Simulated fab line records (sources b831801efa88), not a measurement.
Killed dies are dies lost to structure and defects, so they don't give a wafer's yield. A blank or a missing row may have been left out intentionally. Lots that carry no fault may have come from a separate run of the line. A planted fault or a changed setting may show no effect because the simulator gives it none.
Tool commonality check / flow sky130 / Sampled: 14 lots, 42 wafers

== WHY THIS WAS OPENED ==
At SKY_GATE_OXIDE_OVL_MEAS_10 the reading GATE_OXIDE_OVL is flagged on 2 of 14 lots. No-fault wafers: -0.5 nm, standard deviation 1.3.
Rule: a lot is flagged when every wafer of it that has a number lies more than 4 standard deviations from that mean, or none has a number. The rest of the lots are taken to be sound.

lot=L502; measured=day 13 11:28; on=overlay-01; GATE_OXIDE_OVL (nm), wafer by wafer=-1.1 -3.0 -2.7; flag=
lot=L504; measured=day 14 08:53; on=overlay-01; GATE_OXIDE_OVL (nm), wafer by wafer=0.0 -0.7 -0.5; flag=
lot=L505; measured=day 14 11:47; on=overlay-02; GATE_OXIDE_OVL (nm), wafer by wafer=-1.3 -0.6 -0.7; flag=
lot=L506; measured=day 15 07:12; on=overlay-01; GATE_OXIDE_OVL (nm), wafer by wafer=-0.3 -0.1 -0.1; flag=
lot=L509; measured=day 16 05:41; on=overlay-02; GATE_OXIDE_OVL (nm), wafer by wafer=-0.6 -0.7 -0.8; flag=
lot=L511; measured=day 17 07:20; on=overlay-01; GATE_OXIDE_OVL (nm), wafer by wafer=-1.6 -2.0 -3.0; flag=
lot=L512; measured=day 17 18:05; on=overlay-01; GATE_OXIDE_OVL (nm), wafer by wafer=0.9 -0.3 -1.1; flag=
lot=L515; measured=day 19 09:23; on=overlay-01; GATE_OXIDE_OVL (nm), wafer by wafer=1.2 0.0 1.6; flag=
lot=L516; measured=day 20 00:48; on=overlay-02; GATE_OXIDE_OVL (nm), wafer by wafer=-0.2 -1.1 -0.5; flag=
lot=L518; measured=day 20 03:14; on=overlay-01; GATE_OXIDE_OVL (nm), wafer by wafer=-2.7 -3.1 -3.5; flag=
lot=L521; measured=day 20 16:17; on=overlay-01; GATE_OXIDE_OVL (nm), wafer by wafer=157.2 156.8 157.2; flag=FLAGGED
lot=L522; measured=day 20 20:16; on=overlay-01; GATE_OXIDE_OVL (nm), wafer by wafer=-0.7 -2.3 -0.3; flag=
lot=L524; measured=day 21 21:56; on=overlay-01; GATE_OXIDE_OVL (nm), wafer by wafer=157.8 157.3 155.4; flag=FLAGGED
lot=L525; measured=day 22 17:41; on=overlay-02; GATE_OXIDE_OVL (nm), wafer by wafer=0.6 -0.5 -1.3; flag=
On average the flagged lots read 156.9 nm, which is +157.4 nm against the usual, or +99 or more standard deviations.

== WHICH TOOL EACH LOT WENT THROUGH ==
The record keeps 1 process step preceding the reading, out of 708 steps on the route. Cell contents, in order: the tool; ch with the chambers the sampled wafers went through; the start.
lot=L502; flag=; SKY_GATE_OXIDE_EXPOSE_07=ilineStepper-01 ch 0, day 12 23:19
lot=L504; flag=; SKY_GATE_OXIDE_EXPOSE_07=ilineStepper-02 ch 0, day 13 19:43
lot=L505; flag=; SKY_GATE_OXIDE_EXPOSE_07=ilineStepper-02 ch 0, day 13 23:26
lot=L506; flag=; SKY_GATE_OXIDE_EXPOSE_07=ilineStepper-02 ch 0, day 14 18:10
lot=L509; flag=; SKY_GATE_OXIDE_EXPOSE_07=ilineStepper-02 ch 0, day 15 15:59
lot=L511; flag=; SKY_GATE_OXIDE_EXPOSE_07=ilineStepper-02 ch 0, day 16 17:53
lot=L512; flag=; SKY_GATE_OXIDE_EXPOSE_07=ilineStepper-01 ch 0, day 17 03:18
lot=L515; flag=; SKY_GATE_OXIDE_EXPOSE_07=ilineStepper-02 ch 0, day 18 18:09
lot=L516; flag=; SKY_GATE_OXIDE_EXPOSE_07=ilineStepper-01 ch 0, day 19 09:41
lot=L518; flag=; SKY_GATE_OXIDE_EXPOSE_07=ilineStepper-02 ch 0, day 19 11:49
lot=L521; flag=FLAGGED; SKY_GATE_OXIDE_EXPOSE_07=ilineStepper-02 ch 0, day 20 01:33
lot=L522; flag=; SKY_GATE_OXIDE_EXPOSE_07=ilineStepper-01 ch 0, day 20 05:49
lot=L524; flag=FLAGGED; SKY_GATE_OXIDE_EXPOSE_07=ilineStepper-02 ch 0, day 21 06:52
lot=L525; flag=; SKY_GATE_OXIDE_EXPOSE_07=ilineStepper-01 ch 0, day 22 02:26
What the steps here do:
- SKY_GATE_OXIDE_EXPOSE_07: exposes mask LVOM, target cd 600 nm.
- SKY_GATE_OXIDE_OVL_MEAS_10

== FLAGGED OVER TOTAL, TOOL BY TOOL (the gauges that took the reading come last) ==
step=SKY_GATE_OXIDE_EXPOSE_07; tool=ilineStepper-01; lots run=5; flagged=0; share of the flagged lots=none; sound lots run after its first flagged lot=-
step=SKY_GATE_OXIDE_EXPOSE_07; tool=ilineStepper-02; lots run=9; flagged=2; share of the flagged lots=all; sound lots run after its first flagged lot=0
step=SKY_GATE_OXIDE_OVL_MEAS_10; tool=overlay-01; lots run=10; flagged=2; share of the flagged lots=all; sound lots run after its first flagged lot=1 (L522)
step=SKY_GATE_OXIDE_OVL_MEAS_10; tool=overlay-02; lots run=4; flagged=0; share of the flagged lots=none; sound lots run after its first flagged lot=-

== THE TABLE: WHAT IT ALLOWS ==
ilineStepper-02 at SKY_GATE_OXIDE_EXPOSE_07 and overlay-01 at SKY_GATE_OXIDE_OVL_MEAS_10 are the 2 rows of the table that ran each flagged lot.
- ilineStepper-02 at SKY_GATE_OXIDE_EXPOSE_07: 2 of its 9 lots flagged. A fault beginning between L518 (day 19 11:49), its last sound lot, and L521 (day 20 01:33), its first flagged one, fits the data.
- overlay-01 at SKY_GATE_OXIDE_OVL_MEAS_10: 2 of its 10 lots flagged. Sound lots followed the first flagged one (L522) on it, something a lasting fault affecting the whole tool could not allow.
Just one tool remains: ilineStepper-02 at SKY_GATE_OXIDE_EXPOSE_07.

== WHAT THE SIMULATOR PUT IN ==
Scanner matching overlay: ilineStepper-02, from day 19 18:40 on, at SKY_GATE_OXIDE_EXPOSE_07. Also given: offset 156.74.
Lots struck among those shown: L521, L524. The same result came from the rule above.
